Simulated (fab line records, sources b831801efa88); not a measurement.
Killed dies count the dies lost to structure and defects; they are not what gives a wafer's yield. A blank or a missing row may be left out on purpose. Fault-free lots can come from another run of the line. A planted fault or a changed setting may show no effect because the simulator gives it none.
Which tool is to blame? || flow gf180mcu || 6 lots, 18 wafers sampled, at 2 steps of a route of 602

WHAT THE GAUGES SHOWED, per wafer
GF_M2_OVL_MEAS_15.
{"lot": "L622", "measured": "day 19 12:38", "on": "overlay-01", "M2_OVL (nm)": "3 3 3"}
{"lot": "L625", "measured": "day 21 14:32", "on": "overlay-02", "M2_OVL (nm)": "1 1 0"}
{"lot": "L627", "measured": "day 22 18:26", "on": "overlay-01", "M2_OVL (nm)": "-4 -11 -4"}
{"lot": "L638", "measured": "day 25 15:58", "on": "overlay-01", "M2_OVL (nm)": "-14 2 -7"}
{"lot": "L640", "measured": "day 26 08:32", "on": "overlay-02", "M2_OVL (nm)": "3 4 5"}
{"lot": "L642", "measured": "day 26 17:52", "on": "overlay-01", "M2_OVL (nm)": "-4 2 -1"}

EACH LOT AND THE TOOL THAT RAN IT (in order: tool; ch and the chambers of the sampled wafers; start)
{"lot": "L622", "GF_HV_LDD_ETCHBACK_58": "rie-diel-04 ch 2,3, day 12 20:41"}
{"lot": "L625", "GF_HV_LDD_ETCHBACK_58": "rie-diel-04 ch 0,1,2, day 14 15:41"}
{"lot": "L627", "GF_HV_LDD_ETCHBACK_58": "rie-diel-04 ch 0,3, day 15 15:08"}
{"lot": "L638", "GF_HV_LDD_ETCHBACK_58": "rie-diel-02 ch 0,2, day 18 14:02"}
{"lot": "L640", "GF_HV_LDD_ETCHBACK_58": "rie-diel-04 ch 1,2,3, day 19 09:14"}
{"lot": "L642", "GF_HV_LDD_ETCHBACK_58": "rie-diel-04 ch 1,2,3, day 19 21:19"}
- GF_HV_LDD_ETCHBACK_58: etches Si3N4 in CH3F/O2, stops on SiO2, time 100 s, target depth 90 nm.

THE ANSWER, worked out from the rows above alone
Rule: the lots themselves supply what counts as usual. Put in order of their means at a reading, lots are off if they are a third of the lots or fewer, leave a main group of 4 or more, and stand apart from it by a gap of 3 or more times the standard deviation of the main group's means; of several such gaps the widest counts. Not used: any main group whose means are identical at the precision the tables above print for the reading. Also off: a lot with no number at a reading for which 4 or more lots have one. Any other lot the step has rows for is counted as sound.
No lot is off at any reading shown: from this, nothing can be told.

WHAT THE SIMULATOR HAD INSERTED
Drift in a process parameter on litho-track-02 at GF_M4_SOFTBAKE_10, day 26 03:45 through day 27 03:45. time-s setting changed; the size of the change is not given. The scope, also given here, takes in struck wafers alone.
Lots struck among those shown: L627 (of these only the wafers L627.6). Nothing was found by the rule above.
